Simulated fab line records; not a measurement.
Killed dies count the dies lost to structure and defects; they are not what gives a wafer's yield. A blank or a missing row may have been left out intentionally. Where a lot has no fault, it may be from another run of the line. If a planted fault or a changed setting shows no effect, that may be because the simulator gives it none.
What tool caused it? || flow gf180mcu || 33 wafers from 11 lots sampled at 3 of the route's 602 steps

## WHAT EACH GAUGE READ, for each wafer
GF_VT_IMPLANT_RS_MEAS_46: the measuring method here is four-point-probe.
{"lot": "L190", "measured": "day 7 20:05", "on": "film_metro-03", "MVSD_RS (ohm/sq)": "456.7 457.2 455.6"}
{"lot": "L191", "measured": "day 8 01:40", "on": "film_metro-04", "MVSD_RS (ohm/sq)": "456.7 456.9 457.0"}
{"lot": "L194", "measured": "day 8 22:22", "on": "film_metro-04", "MVSD_RS (ohm/sq)": "492.2 492.9 492.7 492.7 491.9 492.5"}
{"lot": "L195", "measured": "day 9 09:27", "on": "film_metro-04", "MVSD_RS (ohm/sq)": "492.7 491.7 491.8 490.1 491.0 490.6"}
{"lot": "L197", "measured": "day 9 18:45", "on": "film_metro-04", "MVSD_RS (ohm/sq)": "455.3 456.0 456.0"}
{"lot": "L202", "measured": "day 11 06:04", "on": "film_metro-03", "MVSD_RS (ohm/sq)": "456.1 456.9 455.4"}
{"lot": "L205", "measured": "day 12 00:47", "on": "film_metro-02", "MVSD_RS (ohm/sq)": "456.0 455.8 456.9"}
{"lot": "L207", "measured": "day 12 14:06", "on": "film_metro-04", "MVSD_RS (ohm/sq)": "456.7 457.5 457.4"}
{"lot": "L208", "measured": "day 13 00:26", "on": "film_metro-02", "MVSD_RS (ohm/sq)": "455.9 456.8 456.1"}
{"lot": "L210", "measured": "day 13 12:02", "on": "film_metro-02", "MVSD_RS (ohm/sq)": "457.4 457.5 456.1"}
{"lot": "L211", "measured": "day 13 20:09", "on": "film_metro-02", "MVSD_RS (ohm/sq)": "456.3 456.7 458.1"}

GF_VT_IMPLANT_RS_MEAS_47: the measuring method here is four-point-probe.
{"lot": "L190", "measured": "day 7 20:12", "on": "film_metro-03", "NWELL_RS (ohm/sq)": "486.2 487.1 487.9"}
{"lot": "L191", "measured": "day 8 01:47", "on": "film_metro-04", "NWELL_RS (ohm/sq)": "488.7 488.7 489.5"}
{"lot": "L194", "measured": "day 9 00:13", "on": "film_metro-04", "NWELL_RS (ohm/sq)": "488.6 489.6 489.5"}
{"lot": "L195", "measured": "day 9 12:46", "on": "film_metro-04", "NWELL_RS (ohm/sq)": "486.2 486.0 487.1"}
{"lot": "L197", "measured": "day 9 18:52", "on": "film_metro-04", "NWELL_RS (ohm/sq)": "486.2 486.6 486.5"}
{"lot": "L202", "measured": "day 11 06:11", "on": "film_metro-03", "NWELL_RS (ohm/sq)": "484.5 487.3 487.6"}
{"lot": "L205", "measured": "day 12 00:54", "on": "film_metro-02", "NWELL_RS (ohm/sq)": "488.7 488.7 486.9"}
{"lot": "L207", "measured": "day 12 14:13", "on": "film_metro-04", "NWELL_RS (ohm/sq)": "486.2 485.8 486.7"}
{"lot": "L208", "measured": "day 13 00:33", "on": "film_metro-02", "NWELL_RS (ohm/sq)": "486.8 487.6 487.9"}
{"lot": "L210", "measured": "day 13 12:10", "on": "film_metro-02", "NWELL_RS (ohm/sq)": "486.9 488.3 488.3"}
{"lot": "L211", "measured": "day 13 20:16", "on": "film_metro-02", "NWELL_RS (ohm/sq)": "488.8 490.3 488.3"}

## EACH LOT AND THE TOOL THAT RAN IT (in order: tool; ch and the chambers of the sampled wafers; start)
{"lot": "L190", "GF_MVSD_IMPLANT_09": "implanter-04 ch 0, day 4 15:58"}
{"lot": "L191", "GF_MVSD_IMPLANT_09": "implanter-03 ch 0, day 4 21:15"}
{"lot": "L194", "GF_MVSD_IMPLANT_09": "implanter-03 ch 0, day 5 14:43"}
{"lot": "L195", "GF_MVSD_IMPLANT_09": "implanter-03 ch 0, day 6 00:27"}
{"lot": "L197", "GF_MVSD_IMPLANT_09": "implanter-04 ch 0, day 6 08:43"}
{"lot": "L202", "GF_MVSD_IMPLANT_09": "implanter-02 ch 0, day 7 13:46"}
{"lot": "L205", "GF_MVSD_IMPLANT_09": "implanter-03 ch 0, day 8 07:10"}
{"lot": "L207", "GF_MVSD_IMPLANT_09": "implanter-03 ch 0, day 8 18:31"}
{"lot": "L208", "GF_MVSD_IMPLANT_09": "implanter-02 ch 0, day 9 02:08"}
{"lot": "L210", "GF_MVSD_IMPLANT_09": "implanter-04 ch 0, day 9 13:34"}
{"lot": "L211", "GF_MVSD_IMPLANT_09": "implanter-02 ch 0, day 9 19:09"}
- GF_MVSD_IMPLANT_09

## AS READ BY THE TOOLS THEMSELVES (means over the sampled wafers that have a number; for cases with no such wafer, the mark the record gives instead)
GF_MVSD_IMPLANT_09.
{"lot": "L190", "tool": "implanter-04", "dose_ions_cm2": 5.001e+12, "faraday_current_uA": 27.5}
{"lot": "L191", "tool": "implanter-03", "dose_ions_cm2": 4.998e+12, "faraday_current_uA": 28.2}
{"lot": "L194", "tool": "implanter-03", "dose_ions_cm2": 2.917e+12, "faraday_current_uA": 16.3}
{"lot": "L195", "tool": "implanter-03", "dose_ions_cm2": 2.912e+12, "faraday_current_uA": 16.4}
{"lot": "L197", "tool": "implanter-04", "dose_ions_cm2": 4.997e+12, "faraday_current_uA": 28.7}
{"lot": "L202", "tool": "implanter-02", "dose_ions_cm2": 5.001e+12, "faraday_current_uA": 27.9}
{"lot": "L205", "tool": "implanter-03", "dose_ions_cm2": 5.002e+12, "faraday_current_uA": 28.3}
{"lot": "L207", "tool": "implanter-03", "dose_ions_cm2": 5.001e+12, "faraday_current_uA": 28.7}
{"lot": "L208", "tool": "implanter-02", "dose_ions_cm2": 5.006e+12, "faraday_current_uA": 28.2}
{"lot": "L210", "tool": "implanter-04", "dose_ions_cm2": 5.009e+12, "faraday_current_uA": 27.8}
{"lot": "L211", "tool": "implanter-02", "dose_ions_cm2": 5.002e+12, "faraday_current_uA": 28.0}

## THE ANSWER, worked out from the rows above alone
Rule: the usual values come from the lots themselves. Put in order of their means at a reading, lots are off if they are a third of the lots or fewer, leave a main group of 4 or more, and stand apart from it by a gap of 3 or more times the standard deviation of the main group's means; of several such gaps the widest counts. Not used: any main group whose means are identical at the precision the tables above print for the reading. Also off: a lot with no number at a reading for which 4 or more lots have one. The other lots that the step has rows for count as sound. Order of review: gauges by route order, followed by the tools' own readings, for which a lot's mean as printed above is used. The first step at which some lot is off is used, and at that step the reading that is off furthest; a lot without a number counts as furthest.
Off: L194, L195, at GF_VT_IMPLANT_RS_MEAS_46 (MVSD_RS). Main group: mean 456.6 ohm/sq, sd 0.46.
A tool fits if, at a process step before that reading, it ran every lot that is off, and no sound lot after the first of them. The gauges at GF_VT_IMPLANT_RS_MEAS_46 aren't tried: what is off there is off at GF_MVSD_IMPLANT_09 too, on other tools, and a gauge's error can't cause that. Of those tried, none fits.

## WHAT THE SIMULATOR HAD INSERTED
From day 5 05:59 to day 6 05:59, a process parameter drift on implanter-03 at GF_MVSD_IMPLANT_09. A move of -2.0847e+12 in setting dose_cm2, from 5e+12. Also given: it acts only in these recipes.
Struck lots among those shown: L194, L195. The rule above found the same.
